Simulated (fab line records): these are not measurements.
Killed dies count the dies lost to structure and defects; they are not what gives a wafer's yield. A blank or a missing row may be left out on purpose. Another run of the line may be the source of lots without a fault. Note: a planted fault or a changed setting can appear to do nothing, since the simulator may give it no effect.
Comparing a struck lot with a sound one | flow gf180mcu | 36 out of 602 route steps
Sound: wafers L985.2, L985.3, L985.4. Struck: wafers L991.2, L991.3 (left out: L991.4, a lot-mate that was not struck); the cause follows at the end.
Each step with rows lists, per side, the tool, then ch with its chambers, then its first start. Under that, the readings that differ: sound wafers | struck wafers | difference of the means | sigmas: that difference in standard deviations of wafers without a fault.
alike: a reading whose means differ by less than 2 such deviations, as well as words and numbers matching on both sides. not compared: withheld readings; readings where some wafer has no value; bounds like >300 that might hide an equal value; numbers whose values overlap and for which the record gives no deviation.
Wherever a step has rows on one side only, a row that says differs or no value, or a row with sigmas, the two part there. When numbers do not overlap yet have no deviation, they are printed without sigmas and do not part them. A reading that every wafer of one side lacks parts them only if that side has two wafers or more.

first, 2 steps without rows for these wafers: GF_M1_PEB_12 (peb time 90 s); GF_M1_DEVELOP_13 (develop time 60 s).
GF_M1_CD_MEAS_14: target cd 230 nm.
  sound on cd sem-01, day 19 01:16; struck on cd sem-01, day 21 10:20
  alike: cd nm
GF_M1_OVL_MEAS_15:
  sound on overlay-01, day 19 01:23; struck on overlay-01, day 21 10:26
  reading     | sound     | struck | difference | sigmas
  M1_OVL (nm) | -8 -9 -12 | 9 3    | +16        | +3
GF_M1_METAL_ETCH_16: etches the open film in Cl2/BCl3, stops on SiO2, target depth 627.5 nm, time 104.6 s.
  sound on rie metal-02 ch 0,1, day 19 01:25; struck on rie metal-04 ch 0,1, day 21 10:28
  alike: drypump motor current A, oes product au, throttle valve pct
  not compared: rf hours counter h
then, 4 steps without rows for these wafers: GF_M1_STRIP_17 (strips in O2/N2); GF_M1_STRIP_18 (strips in post etch residue remover, time 1200 s); GF_M1_CLEAN_19 (cleans in DIW); GF_V1_CVD_00 (deposits SiO2, target thk 600 nm, time 100 s).
GF_V1_THK_MEAS_01:
  sound on film metro-02, day 19 02:08; struck on film metro-01, day 21 11:12
  alike: V1_CVD_00_THK
then, 1 step without rows for these wafers: GF_V1_CVD_02 (deposits SiO2 from TEOS, target thk 850 nm, time 94.851 s).
GF_V1_THK_MEAS_03:
  sound on film metro-01, day 19 02:18; struck on film metro-04, day 21 11:20
  alike: V1_CVD_02_THK
GF_V1_CMP_04: polishes SiO2.
  sound on cmp-01 ch 0,1,2, day 19 02:21; struck on cmp-01 ch 1,2, day 21 11:34
  reading                             | sound             | struck      | difference | sigmas
  time to endpoint s (s)              | 84 88 86          | 99 101      | +14        | +2
  model.SiO2_of_V1_CVD_02.thk nm (nm) | 635.1 634.5 635.7 | 705.7 704.9 | +70.2      |
  alike: motor current A, slurry filter dp kPa
GF_V1_BOW_MEAS_05:
  sound on film metro-01, day 19 02:40; struck on film metro-04, day 21 11:53
  alike: V1_BOW
then, 8 steps without rows for these wafers: GF_V1_DEHYDRATE_06 (time 60 s); GF_V1_HMDS_07 (prime time 60 s); GF_V1_COAT_08; GF_V1_COAT_09 (resist thk 1000 nm); GF_V1_SOFTBAKE_10 (time 60 s); GF_V1_EXPOSE_11 (exposes mask Via1, target cd 260 nm); GF_V1_PEB_12 (peb time 90 s); GF_V1_DEVELOP_13 (develop time 60 s).
GF_V1_CD_MEAS_14: target cd 260 nm.
  sound on cd sem-02, day 20 03:22; struck on cd sem-02, day 22 11:29
  reading    | sound             | struck      | difference | sigmas
  cd nm (nm) | 258.3 258.3 258.6 | 260.9 260.4 | +2.2       | +2
GF_V1_OVL_MEAS_15:
  sound on overlay-02, day 20 03:29; struck on overlay-01, day 22 11:35
  alike: V1_OVL
GF_V1_ETCH_16: etches BARC in N2/H2.
  sound on rie diel-02 ch 0,1,2, day 20 03:31; struck on rie diel-03 ch 0,3, day 22 11:37
  alike: drypump motor current A, oes product au, throttle valve pct
GF_V1_ETCH_17: etches SiO2 in C4F8/O2/Ar, stops on TiN, target depth 630 nm.
  sound: rie diel-02 ch 0,1,2; struck: rie diel-03 ch 0,3
  reading                        | sound             | struck      | difference | sigmas
  oes product au (a.u.)          | 0.848 0.855 0.863 | 0.904 0.907 | +0.050     | +10
  model.etch.depth nm (nm)       | 635.1 634.5 635.7 | 705.7 704.9 | +70.2      |
  model.V1.feature depth nm (nm) | 635.1 634.4 635.7 | 705.7 704.9 | +70.2      |
GF_V1_STRIP_18: strips in O2/N2.
  sound on plasma asher-03 ch 0,1, day 20 03:38; struck on plasma asher-03 ch 0,1, day 22 11:45
  alike: drypump motor current A, heater power w, oes product au, platen temp c
  not compared: rf hours counter h
then, 3 steps without rows for these wafers: GF_V1_STRIP_19 (strips in post etch residue remover, time 1200 s); GF_V1_CLEAN_20 (cleans in DIW); GF_V1_SPUTTER_21 (material Ti, target thk 15 nm, time 80.02 s).
GF_V1_SPUTTER_22: material TiN, target thk 10 nm, time 40 s.
  sound on pvd sputter-01, day 20 04:16; struck on pvd sputter-03, day 22 12:20
  alike: throttle valve pct
GF_V1_CVD_23: deposits W, target thk 350 nm, time 105.05 s.
  sound on cvd w-02 ch 0,1, day 20 04:19; struck on cvd w-01 ch 0,1, day 22 12:23
  alike: heater power w
GF_V1_RS_MEAS_24: measures by four-point-probe.
  sound on film metro-04, day 20 04:26; struck on film metro-02, day 22 12:31
  reading          | sound             | struck      | difference | sigmas
  V1_W_RS (ohm/sq) | 0.322 0.322 0.326 | 0.331 0.331 | +0.008     | +2
GF_V1_THK_MEAS_25: measures by xrf.
  sound on film metro-04, day 20 04:33; struck on film metro-02, day 22 12:37
  alike: V1_W_THK
GF_V1_CMP_26: polishes, stops on SiO2, t overpolish 15 s, target thk 0 nm.
  sound on cmp-01 ch 1,2,3, day 20 04:39; struck on cmp-02 ch 2,3, day 22 12:40
  reading                             | sound             | struck      | difference | sigmas
  model.SiO2_of_V1_CVD_02.thk nm (nm) | 631.4 630.7 631.9 | 701.9 701.1 | +70.2      |
  alike: motor current A, slurry filter dp kPa
then, 1 step without rows for these wafers: GF_M2_SPUTTER_00 (material Ti, target thk 37.5 nm, time 150 s).

WHERE THEY PART
Earliest at GF_M1_OVL_MEAS_15; latest, in this record, at GF_V1_RS_MEAS_24. Later steps at which nothing parts them and some readings are alike: GF_V1_THK_MEAS_25, GF_V1_CMP_26.

WHY: the cause the simulator had injected
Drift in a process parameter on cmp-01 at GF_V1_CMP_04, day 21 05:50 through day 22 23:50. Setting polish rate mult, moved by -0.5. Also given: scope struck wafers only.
